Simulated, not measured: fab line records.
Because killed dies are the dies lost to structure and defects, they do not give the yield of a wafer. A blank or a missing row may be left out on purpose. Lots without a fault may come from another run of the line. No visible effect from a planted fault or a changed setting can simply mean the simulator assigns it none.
fab line records | flow gf180mcu
[record] lots = 6 wafers = 18 last-day = 34
route steps=602 shown V3@455 M4@456
lots that met no fault: from a run of the same line without faults
start-h: start of the lot's first displayed wafer, in hours after the record's first day | wait-h: hours from the lot's prior step to this one | " repeats the value in the row above | L1.1+2: one row covering several wafers at once | - either no value or no given start | * or withheld: withheld | < > ~ a bound
route shown NAME@n: a module of which the file shows steps, and the number in the route of the first | usual: average and standard deviation across the fault-free wafers | same: alike in all rows | chamber/n: place in a boat | sites: readings site by site | _std_site: the standard deviation of these | _edge_site: inner sites' mean taken away from outer sites' mean | radius-mm: how far each site lies from the wafer's centre | mask NAME#n: copy n | behind: tool/chamber where the wafer was last shaped | hold: the reason the lot was held/the length of the hold in hours/how it ended | device: the n, p or np transistor that did not switch | end of line: the route-end tests of the same wafers | a step given without rows: its recipe and nothing more | killed: the dies lost at the first sort to structure and to defects; this is not the yield of the wafer | map: per-die view of a wafer (x killed, . not killed, _ where there is no die)
set.NAME: the run value of the setting; set.NAME@STEP: its run value at that earlier step | model.NAME: the simulator's own value behind a step, which no gauge read
a table for each step, a row for each wafer; lots at some steps of the route
services: a tool's chamber out of use, with start hour (start-h, from the record's first day; less than 0 if before it), hours out, and reason
[[steps]]
[step GF_V3_CMP_26]
[recipe] stop-on = SiO2 down-force-psi = 3.5 platen-rpm = 60 t-overpolish-s = 15 target-thk-nm = 0 pad-velocity-m-s = 0.94248
[usual] motor-current-A = 11.1/1.1 overpolish-run-s = 15.000/0.0094 platen-rpm = 59.99/0.037 retaining-ring-pressure-frac = 1.000/0.0048 time-to-endpoint-s = 83/4.4
// columns lot.wafer tool chamber start-h wait-h motor-current-A overpolish-run-s platen-rpm retaining-ring-pressure-frac time-to-endpoint-s
L438.4 cmp-01 3 520.30 0.0 11.9 15.007 60.01 0.998 83
L438.3 " 2 " " 10.4 15.010 60.02 0.992 73
L438.5 " 0 " " 11.8 14.994 59.99 1.004 85
L448.1 cmp-01 3 604.33 0.2 12.3 15.004 59.95 0.992 88
L448.6 " 0 " " 11.3 15.001 60.03 1.000 86
L448.5 " 1 " " 11.4 15.007 59.98 1.005 86
L453.3 cmp-02 0 642.68 0.0 13.2 14.999 60.00 0.998 84
L453.1 " 3 " " 10.9 15.004 60.03 0.994 79
L453.6 " 1 " " 9.5 15.009 60.01 1.002 82
L454.2 cmp-01 2 654.04 0.1 10.3 14.992 60.04 1.004 76
L454.6 " 0 " " 11.9 15.007 59.98 0.996 89
L454.5 " 1 " " 11.0 15.002 60.03 0.997 87
L455.3 cmp-02 3 655.92 0.1 11.1 14.993 60.02 1.009 72
L455.4 " 2 " " 9.8 15.006 59.97 1.000 82
L455.6 " 3 " " 11.1 15.000 60.03 1.008 78
L460.2 cmp-01 3 691.36 0.0 12.6 15.017 59.95 1.001 87
L460.4 " 0 " " 11.8 14.992 59.97 1.003 84
L460.5 " 0 " " 11.5 14.990 59.96 1.013 86
[step GF_M4_SPUTTER_00]
[recipe] material = Ti target-thk-nm = 37.5 arriving-ion-energy-ev = 80 substrate-temp-c = 200 chamber-pressure-pa = 2 power-w = 4000 time-s = 150
[usual] throttle-valve-pct = 30.1/0.89
// columns lot.wafer tool chamber start-h wait-h throttle-valve-pct
L438.3 pvd-sputter-03 - 520.60 0.1 30.5
L438.4 " - " " 30.9
L438.5 " - " " 29.4
L448.1 pvd-sputter-03 - 604.48 0.1 29.6
L448.5 " - " " 29.3
L448.6 " - " " 29.5
L453.1 pvd-sputter-03 - 642.98 0.1 30.7
L453.3 " - " " 30.9
L453.6 " - " " 29.9
L454.2 pvd-sputter-01 - 654.24 0.1 30.4
L454.5 " - " " 30.2
L454.6 " - " " 29.6
L455.3 pvd-sputter-02 - 656.22 0.2 30.6
L455.4 " - " " 29.1
L455.6 " - " " 31.9
L460.2 pvd-sputter-03 - 691.66 0.2 30.7
L460.4 " - " " 29.8
L460.5 " - " " 31.0
[step GF_M4_SPUTTER_01]
[recipe] material = TiN target-thk-nm = 30 power-w = 6500 time-s = 25 chamber-pressure-pa = 0.4
[step GF_M4_SPUTTER_02]
[recipe] material = AlCu target-thk-nm = 450 power-w = 10600 time-s = 23.9 chamber-pressure-pa = 0.4
[usual] throttle-valve-pct = 30.1/0.86
// columns lot.wafer tool chamber start-h wait-h throttle-valve-pct
L438.3 pvd-sputter-03 - 520.73 0.0 30.5
L438.4 " - " " 31.0
L438.5 " - " " 29.6
L448.1 pvd-sputter-03 - 604.61 0.0 29.4
L448.5 " - " " 29.5
L448.6 " - " " 29.6
L453.1 pvd-sputter-03 - 643.11 0.0 30.5
L453.3 " - " " 31.1
L453.6 " - " " 29.5
L454.2 pvd-sputter-01 - 654.37 0.0 30.1
L454.5 " - " " 30.4
L454.6 " - " " 29.7
L455.3 pvd-sputter-02 - 656.35 0.0 30.6
L455.4 " - " " 29.1
L455.6 " - " " 31.6
L460.2 pvd-sputter-03 - 691.79 0.0 30.8
L460.4 " - " " 29.7
L460.5 " - " " 30.8
[step GF_M4_SPUTTER_03]
[recipe] material = Ti target-thk-nm = 10 substrate-temp-c = 300 chamber-pressure-pa = 0.3 power-w = 3000 time-s = 6.7
[usual] throttle-valve-pct = 30.1/0.88
// columns lot.wafer tool chamber start-h wait-h throttle-valve-pct
L438.3 pvd-sputter-03 - 520.76 0.0 30.7
L438.4 " - " " 31.0
L438.5 " - " " 29.6
L448.1 pvd-sputter-03 - 604.64 0.0 29.7
L448.5 " - " " 29.7
L448.6 " - " " 29.4
L453.1 pvd-sputter-03 - 643.14 0.0 30.5
L453.3 " - " " 30.9
L453.6 " - " " 29.6
L454.2 pvd-sputter-01 - 654.40 0.0 30.4
L454.5 " - " " 30.2
L454.6 " - " " 29.5
L455.3 pvd-sputter-02 - 656.38 0.0 30.2
L455.4 " - " " 29.4
L455.6 " - " " 31.5
L460.2 pvd-sputter-03 - 691.82 0.0 31.0
L460.4 " - " " 29.5
L460.5 " - " " 30.7
[step GF_M4_SPUTTER_04]
[recipe] material = TiN target-thk-nm = 50 power-w = 6500 time-s = 41.7 chamber-pressure-pa = 0.4
[step GF_M4_RS_MEAS_05]
[recipe] thk-meas-gauge = four-point-probe reads = TiN_of_M4_SPUTTER_04+Ti_of_M4_SPUTTER_03+AlCu_of_M4_SPUTTER_02+TiN_of_M4_SPUTTER_01+Ti_of_M4_SPUTTER_00
[usual] M4_ALCU_RS = 0.0698/0.00086
// columns lot.wafer tool chamber start-h wait-h M4_ALCU_RS[ohm/sq]
L438.3 film-metro-02 - 520.86 0.1 0.0694
L438.4 " - " " 0.0703
L438.5 " - " " 0.0699
L448.1 film-metro-02 - 604.70 0.0 0.0692
L448.5 " - " " 0.0698
L448.6 " - " " 0.0686
L453.1 film-metro-01 - 643.20 0.0 0.0683
L453.3 " - " " 0.0697
L453.6 " - " " 0.0698
L454.2 film-metro-03 - 654.48 0.0 0.0705
L454.5 " - " " 0.0704
L454.6 " - " " 0.0703
L455.3 film-metro-02 - 656.48 0.1 0.0702
L455.4 " - " " 0.0693
L455.6 " - " " 0.0691
L460.2 film-metro-03 - 691.90 0.0 0.0710
L460.4 " - " " 0.0700
L460.5 " - " " 0.0708
[step GF_M4_THK_MEAS_06]
[recipe] thk-meas-gauge = xrf reads = AlCu_of_M4_SPUTTER_02
[usual] M4_ALCU_THK = 457/6.3
// columns lot.wafer tool chamber start-h wait-h M4_ALCU_THK[nm]
L438.3 film-metro-02 - 520.96 0.1 463
L438.4 " - " " 455
L438.5 " - " " 460
L448.1 film-metro-02 - 604.82 0.1 464
L448.5 " - " " 461
L448.6 " - " " 471
L453.1 film-metro-01 - 643.32 0.1 462
L453.3 " - " " 454
L453.6 " - " " 454
L454.2 film-metro-03 - 654.59 0.1 449
L454.5 " - " " 450
L454.6 " - " " 449
L455.3 film-metro-02 - 656.58 0.1 460
L455.4 " - " " 463
L455.6 " - " " 467
L460.2 film-metro-03 - 692.01 0.1 448
L460.4 " - " " 451
L460.5 " - " " 448
[step GF_M4_DEHYDRATE_07]
[recipe] temp-c = 200 time-s = 60
[step GF_M4_HMDS_08]
[recipe] prime-time-s = 60 prime-temp-c = 120
[step GF_M4_COAT_09]
[recipe] resist = KrF spin-rpm = withheld resist-thk-nm = 1000
[step GF_M4_SOFTBAKE_10]
[recipe] temp-c = 130 time-s = 60 resist = KrF
[step GF_M4_EXPOSE_11]
[recipe] mask-id = Metal4 target-cd-nm = 280 na = 0.68 source-shape = conventional sigma-outer = 0.6 dose-mj = 28
[usual] exposure-dose-mJ-cm2 = 27.955/0.029
// columns lot.wafer tool chamber start-h wait-h mask exposure-dose-mJ-cm2
L438.3 krf-scanner-01 0 532.41 - Metal4#0 27.969
L438.4 " 0 " " Metal4#0 27.978
L438.5 " 0 " " Metal4#0 27.975
L448.1 krf-scanner-01 0 614.92 - Metal4#0 27.966
L448.5 " 0 " " Metal4#0 27.921
L448.6 " 0 " " Metal4#0 27.931
L453.1 krf-scanner-01 0 652.40 - Metal4#0 27.901
L453.3 " 0 " " Metal4#0 27.936
L453.6 " 0 " " Metal4#0 27.896
L454.2 krf-scanner-01 0 663.69 - Metal4#0 27.887
L454.5 " 0 " " Metal4#0 27.896
L454.6 " 0 " " Metal4#0 27.929
L455.3 krf-scanner-01 0 666.01 - Metal4#0 27.934
L455.4 " 0 " " Metal4#0 27.998
L455.6 " 0 " " Metal4#0 28.002
L460.2 krf-scanner-02 0 701.39 - Metal4#0 27.915
L460.4 " 0 " " Metal4#0 27.961
L460.5 " 0 " " Metal4#0 27.964
[step GF_M4_PEB_12]
[recipe] peb-temp-c = 135 peb-time-s = 90 resist = KrF
[step GF_M4_DEVELOP_13]
[recipe] develop-time-s = 60 dev-temp-c = 21
[step GF_M4_CD_MEAS_14]
[recipe] target-cd-nm = 280
[usual] cd-nm = 279.9/0.99
// columns lot.wafer tool chamber start-h wait-h hold cd-nm
L438.3 cd-sem-01 - 543.32 0.1 - 280.0
L438.4 " - " " - 279.9
L438.5 " - " " - 280.3
L448.1 cd-sem-02 - 624.82 0.1 - 280.2
L448.5 " - " " - 279.4
L448.6 " - " " - 280.8
L453.1 cd-sem-02 - 661.77 0.1 - 280.3
L453.3 " - " " - 279.7
L453.6 " - " " - 280.7
L454.2 cd-sem-02 - 672.99 0.1 await-dispo/0.2h/release 254.8
L454.5 " - " " await-dispo/0.2h/release 226.9
L454.6 " - " " await-dispo/0.2h/release 258.1
L454.2 cd-sem-02 - 673.28 0.3 - 254.7
L454.5 " - " " - 227.0
L454.6 " - " " - 258.2
L455.3 cd-sem-02 - 675.51 0.1 await-dispo/0.2h/release 246.8
L455.4 " - " " await-dispo/0.2h/release 227.5
L455.6 " - " " await-dispo/0.2h/release 232.4
L455.3 cd-sem-02 - 675.80 0.3 - 246.5
L455.4 " - " " - 227.1
L455.6 " - " " - 232.2
L460.2 cd-sem-01 - 710.40 0.1 - 279.0
L460.4 " - " " - 279.4
L460.5 " - " " - 281.8
[step GF_M4_OVL_MEAS_15]
[usual] M4_OVL = 3/5.9
// columns lot.wafer tool chamber start-h wait-h hold M4_OVL[nm]
L438.3 overlay-02 - 543.41 0.1 - 9
L438.4 " - " " - -6
L438.5 " - " " - -2
L448.1 overlay-02 - 624.94 0.1 - 3
L448.5 " - " " - 1
L448.6 " - " " - -1
L453.1 overlay-01 - 661.89 0.1 - 2
L453.3 " - " " - 7
L453.6 " - " " - 4
L454.2 overlay-02 - 675.50 2.2 await-dispo/2.1h/release 8
L454.5 " - " " await-dispo/2.1h/release 10
L454.6 " - " " await-dispo/2.1h/release 2
L455.3 overlay-01 - 678.14 2.3 await-dispo/2.2h/release -8
L455.4 " - " " await-dispo/2.2h/release -2
L455.6 " - " " await-dispo/2.2h/release -8
L460.2 overlay-02 - 710.50 0.1 - -1
L460.4 " - " " - 1
L460.5 " - " " - 4
[step GF_M4_METAL_ETCH_16]
[recipe] chemistry = Cl2/BCl3 mask-material = KrF target-depth-nm = 627.5 stop-on = SiO2 pressure-mtorr = 8 icp-w = 800 bias-w = 140 Cl2_flow_sccm = 80 bcl3-flow-sccm = 40 time-s = 104.6
[usual] drypump-motor-current-A = 5.7/0.41 oes-product-au = 0.969/0.0067 throttle-valve-pct = 28.254/0.01
// columns lot.wafer tool chamber start-h wait-h drypump-motor-current-A oes-product-au rf-hours-counter-h throttle-valve-pct model.M4.cd-nm
L438.3 rie-metal-04 1 543.51 0.1 5.8 0.970 - 28.247 278.8
L438.4 " 1 " " 5.8 0.972 - 28.262 276.2
L438.5 " 1 " " 5.8 0.968 - 28.270 279.8
L448.1 rie-metal-02 1 624.98 0.0 6.2 0.970 11 28.265 278.5
L448.5 " 0 " " 6.0 0.962 - 28.258 274.1
L448.6 " 1 " " 6.2 0.978 - 28.256 281.2
L453.1 rie-metal-01 1 661.93 0.0 5.0 0.980 4 28.245 270.2
L453.3 " 1 " " 5.0 0.969 - 28.244 269.7
L453.6 " 1 " " 5.0 0.969 - 28.241 271.5
L454.2 rie-metal-01 0 675.53 0.0 6.2 0.961 0 28.259 250.1
L454.5 " 0 " " 6.2 0.969 - 28.259 223
L454.6 " 1 " " 5.0 0.960 - 28.270 248.1
L455.3 rie-metal-04 1 678.20 0.1 5.8 0.966 - 28.257 243.2
L455.4 " 0 " " 5.7 0.976 - 28.268 230.9
L455.6 " 1 " " 5.8 0.973 - 28.250 230
L460.2 rie-metal-02 0 710.53 0.0 6.0 0.977 5 28.257 277.6
L460.4 " 0 " " 6.1 0.980 - 28.249 275.6
L460.5 " 0 " " 6.1 0.965 - 28.248 280.5
[step GF_M4_STRIP_17]
[recipe] chemistry = O2/N2 power-w = 1400 pressure-mtorr = 1500 platen-temp-c = 250 o2-flow-sccm = 3000 n2-flow-sccm = 300 overash-fraction = 0.5
[usual] drypump-motor-current-A = 5.64/0.28 heater-power-w = 329/25 oes-product-au = 0.559/0.0051 platen-temp-c = 250.00/0.18 strip-time-to-endpoint-s = 7.91/0.044
// columns lot.wafer tool chamber start-h wait-h drypump-motor-current-A heater-power-w oes-product-au platen-temp-c rf-hours-counter-h strip-time-to-endpoint-s
L438.3 plasma-asher-03 1 543.69 0.1 5.99 300 0.565 250.18 - 7.89
L438.4 " 0 " " 5.14 356 0.554 250.03 - 7.91
L438.5 " 0 " " 5.14 347 0.570 249.83 - 7.95
L448.1 plasma-asher-01 1 625.09 0.1 5.56 362 0.567 249.69 86 7.96
L448.5 " 1 " " 5.56 357 0.548 249.92 - 7.81
L448.6 " 0 " " 5.95 331 0.562 250.12 - 7.94
L453.1 plasma-asher-03 0 662.15 0.2 5.15 361 0.561 249.77 54 7.92
L453.3 " 0 " " 5.16 355 0.562 249.97 - 7.93
L453.6 " 0 " " 5.17 359 0.554 250.06 - 7.93
L454.2 plasma-asher-01 0 675.68 0.1 5.95 328 0.557 249.78 91 7.95
L454.5 " 0 " " 5.92 320 0.557 250.10 - 7.93
L454.6 " 1 " " 5.56 358 0.562 250.06 - 7.89
L455.3 plasma-asher-03 1 678.34 0.1 6.01 303 0.559 249.93 - 7.92
L455.4 " 0 " " 5.16 354 0.562 250.21 - 7.87
L455.6 " 0 " " 5.15 355 0.566 249.78 - 7.95
L460.2 plasma-asher-01 0 710.65 0.1 5.90 323 0.557 250.11 95 7.89
L460.4 " 1 " " 5.55 358 0.559 250.18 - 7.87
L460.5 " 0 " " 5.92 319 0.565 249.93 - 7.92
[[services]]
// columns tool chamber start-h hours kind
krf-scanner-01 - 496.41 0.8 pm
pvd-sputter-03 - 504.02 0.9 repair
cmp-01 - 514.67 0.4 repair
rie-metal-04 - 519.72 1.1 repair
cmp-02 - 528.09 3.6 pm
rie-metal-02 0 528.82 6.7 repair
krf-scanner-01 - 535.45 2.2 repair
pvd-sputter-01 - 535.85 1.7 repair
pvd-sputter-01 - 538.07 1.2 repair
pvd-sputter-01 - 548.95 46.6 repair
cmp-01 - 558.57 3.2 pm
rie-metal-01 - 558.94 2.8 pm
cmp-01 - 562.09 2.3 repair
plasma-asher-03 - 563.94 2.8 pm
cmp-02 - 572.10 4.0 pm
krf-scanner-01 - 574.21 1.3 pm
krf-scanner-01 - 599.50 1.0 pm
cmp-02 - 607.67 1.3 repair
cmp-01 - 637.03 2.4 repair
krf-scanner-01 - 639.72 4.0 pm
krf-scanner-01 - 646.98 4.4 pm
plasma-asher-01 - 671.21 1.4 repair
plasma-asher-01 - 696.12 2.3 repair
krf-scanner-01 - 704.08 3.6 pm
[[key]]
[first-sign] step = GF_M4_CD_MEAS_14 reading = visit direction = added
[effect] step = GF_M4_CD_MEAS_14 reading = cd-nm direction = down sigmas = 39 usual = 279.9 struck = 241.1
[model-effect] step = GF_M4_METAL_ETCH_16 value = M4.cd-nm without = 276.5 struck = 237.6
met-at GF_M4_EXPOSE_11
struck-wafers L454.2,L454.5,L454.6,L455.3,L455.4,L455.6
later-rows-left-out L454.5
sort-left-out L454.2,L454.5,L454.6,L455.3,L455.4,L455.6
onset-between 652.40 663.69
[fault] kind = process-parameter-drift tool = krf-scanner-01 chamber = - onset-h = 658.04 steps = GF_M4_EXPOSE_11 channel = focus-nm offset = 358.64 spread-by-wafer = 0.3 shape = step end-h = 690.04
// sort-left-out: the simulated sort isn't trusted on such a fault, so these wafers' sort isn't shown, and their yield isn't known
// later-rows-left-out: the simulator's readings of these wafers behind a module that went badly wrong aren't trusted and aren't shown, but for the sort
